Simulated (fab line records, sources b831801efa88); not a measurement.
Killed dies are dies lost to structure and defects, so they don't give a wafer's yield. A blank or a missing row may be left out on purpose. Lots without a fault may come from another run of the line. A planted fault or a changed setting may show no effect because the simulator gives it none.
Which tool did it? | flow sky130 | 14 lots, 42 wafers sampled, at 2 steps of a route of 708

WHAT THE GAUGES READ, wafer by wafer
SKY_VT_ADJUST_LVTN_OVL_MEAS_18. Usual: VT_ADJUST_LVTN_01_OVL 0.4 nm, standard deviation 1.5.
lot  | measured     | on         | VT_ADJUST_LVTN_01_OVL (nm) | flag
L633 | day 8 09:26  | overlay-01 | 1.1 1.4 1.5                |
L632 | day 8 13:01  | overlay-01 | -1.1 -0.5 0.0              |
L634 | day 8 14:53  | overlay-01 | 2.4 1.1 0.5                |
L635 | day 9 02:35  | overlay-02 | 0.1 -0.1 -0.7              |
L637 | day 9 08:13  | overlay-02 | -2.0 -0.9 -2.9             |
L638 | day 9 18:22  | overlay-02 | -0.7 -1.7 -1.3             |
L639 | day 10 01:46 | overlay-02 | -1.2 -2.1 0.4              |
L642 | day 10 21:25 | overlay-02 | 0.2 0.5 0.7                |
L643 | day 11 02:26 | overlay-01 | -2.5 0.2 0.2               |
L644 | day 11 09:46 | overlay-01 | 2.0 3.2 2.5                |
L646 | day 11 23:07 | overlay-02 | -2.0 -0.9 -1.7             |
L647 | day 12 12:46 | overlay-01 | 1.0 1.6 -0.4               |
L651 | day 13 14:51 | overlay-01 | -0.4 0.4 2.6               |
L654 | day 14 11:38 | overlay-01 | -0.1 0.4 0.3               |

WHICH TOOL RAN EACH LOT (tool, then ch and the chambers of the sampled wafers, then the start)
lot  | SKY_NWELL_IMPLANT_12
L633 | implanter-02 ch 0, day 5 02:34
L632 | implanter-01 ch 0, day 5 06:36
L634 | implanter-04 ch 0, day 5 08:08
L635 | implanter-04 ch 0, day 5 17:59
L637 | implanter-04 ch 0, day 5 22:53
L638 | implanter-02 ch 0, day 6 07:26
L639 | implanter-04 ch 0, day 6 14:03
L642 | implanter-04 ch 0, day 7 06:51
L643 | implanter-02 ch 0, day 7 10:38
L644 | implanter-02 ch 0, day 7 16:49
L646 | implanter-02 ch 0, day 8 05:02
L647 | implanter-04 ch 0, day 8 18:23
L651 | implanter-02 ch 0, day 9 13:19
L654 | implanter-01 ch 0, day 10 10:52
- SKY_NWELL_IMPLANT_12

WHAT THE TOOLS THEMSELVES READ (means of the sampled wafers that have a number; where no wafer has one, the mark that the record gives instead)
SKY_NWELL_IMPLANT_12. Usual: beam_energy_keV 120.00, standard deviation 0.037; beam_on_s 9.99 s, standard deviation 0.2.
lot  | tool         | beam_energy_keV | beam_on_s (s) | flag
L633 | implanter-02 | 120.03          | 10.08         |
L632 | implanter-01 | 119.99          | 9.97          |
L634 | implanter-04 | 120.03          | 9.95          |
L635 | implanter-04 | 119.99          | 9.98          |
L637 | implanter-04 | 120.02          | 9.80          |
L638 | implanter-02 | 120.02          | 9.96          |
L639 | implanter-04 | 120.03          | 10.15         |
L642 | implanter-04 | 119.97          | 9.90          |
L643 | implanter-02 | 120.03          | 9.96          |
L644 | implanter-02 | 119.97          | 9.95          |
L646 | implanter-02 | 134.19          | 9.91          | OFF
L647 | implanter-04 | 120.00          | 9.94          |
L651 | implanter-02 | 134.21          | 10.09         | OFF
L654 | implanter-01 | 119.97          | 9.96          |

THE ANSWER, worked out from the rows above alone
Rule: a lot is off if the mean of its wafers that have a number lies more than 3 standard deviations from the usual mean. A lot without any number at a reading at which 4 lots or more have one is off too. The other lots that the step has rows for count as sound. The gauges are gone through in route order, then the tools' own readings, and for those a lot's mean is taken as printed above. The first step at which some lot is off is used, and at that step the reading that is off furthest; a lot without a number counts as furthest.
Off: L646, L651, at SKY_NWELL_IMPLANT_12 (beam_energy_keV).
A tool fits if, at that step or a process step before it, it ran every lot that is off, and no sound lot after the first of them. One fits: implanter-02 at SKY_NWELL_IMPLANT_12. Its last sound lot is L644 (day 7 16:49), its first lot that is off L646 (day 8 05:02): a fault that began between those two fits.
The tool's own readings at SKY_NWELL_IMPLANT_12 bear it out: on the lots that are off they differ by more than 5 times the standard deviation of the sound lots' means. beam_energy_keV reads 134.20 there against 120.00 on the sound lots.

WHAT THE SIMULATOR HAD PUT IN
Process parameter drift: implanter-02, from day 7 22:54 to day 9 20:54, at SKY_NWELL_IMPLANT_12. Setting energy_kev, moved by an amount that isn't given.
Lots struck among those shown: L646, L651. The rule above found the same.
